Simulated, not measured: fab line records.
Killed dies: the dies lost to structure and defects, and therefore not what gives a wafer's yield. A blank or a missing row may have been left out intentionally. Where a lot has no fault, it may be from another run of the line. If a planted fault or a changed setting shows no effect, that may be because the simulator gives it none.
Which tool is to blame?	flow gf180mcu	6 lots with 18 wafers sampled at 4 steps, on a route of 602 steps

## WHAT THE GAUGES SHOWED, per wafer
GF_TOP_METAL_THK_MEAS_06: measures by xrf.
lot	measured	on	TOP_METAL_ALCU_THK (nm)
L767	day 27 19:34	film metro-02	892 888 883
L769	day 28 05:32	film metro-02	876 878 870
L776	day 30 12:14	film metro-02	884 893 887
L784	day 32 15:54	film metro-02	879 883 876
L787	day 33 03:11	film metro-03	873 881 877
L789	day 33 14:46	film metro-02	881 883 882

## EACH LOT AND THE TOOL THAT RAN IT (in order: tool; ch and the chambers of the sampled wafers; start)
lot	GF_MIM_SPUTTER_07	GF_M5_STRIP_11	GF_TOP_METAL_SPUTTER_03
L767	pvd sputter-01, day 25 01:04	plasma asher-02 ch 0,1, day 26 19:49	pvd sputter-04, day 27 19:23
L769	pvd sputter-03, day 25 10:51	plasma asher-01 ch 0,1, day 27 06:13	pvd sputter-04, day 28 05:23
L776	pvd sputter-04, day 28 00:16	plasma asher-02 ch 0,1, day 29 14:46	pvd sputter-04, day 30 12:04
L784	pvd sputter-03, day 30 09:38	plasma asher-01 ch 0,1, day 31 21:19	pvd sputter-01, day 32 15:44
L787	pvd sputter-01, day 30 19:35	plasma asher-02 ch 0,1, day 32 07:01	pvd sputter-04, day 33 03:02
L789	pvd sputter-04, day 31 10:29	plasma asher-04 ch 0,1, day 32 20:13	pvd sputter-04, day 33 14:36
- GF_MIM_SPUTTER_07: material TiN, target thk 60 nm, time 50 s.
- GF_M5_STRIP_11: strips in O2/N2.
- GF_TOP_METAL_SPUTTER_03: material Ti, target thk 5 nm, time 3.3 s.

## THE ANSWER, worked out from the rows above alone
Rule: what is usual is taken from the lots themselves. Put in order of their means at a reading, lots are off if they are a third of the lots or fewer, leave a main group of 4 or more, and stand apart from it by a gap of 3 or more times the standard deviation of the main group's means; of several such gaps the widest counts. A main group is skipped when, at the precision printed for the reading in the tables above, its means are all equal. Also off: a lot with no number at a reading for which 4 or more lots have one. Where the step has rows for the other lots, those lots are counted as sound.
No lot is off at any reading shown: from this, nothing can be told.

## WHAT WAS PUT IN BY THE SIMULATOR
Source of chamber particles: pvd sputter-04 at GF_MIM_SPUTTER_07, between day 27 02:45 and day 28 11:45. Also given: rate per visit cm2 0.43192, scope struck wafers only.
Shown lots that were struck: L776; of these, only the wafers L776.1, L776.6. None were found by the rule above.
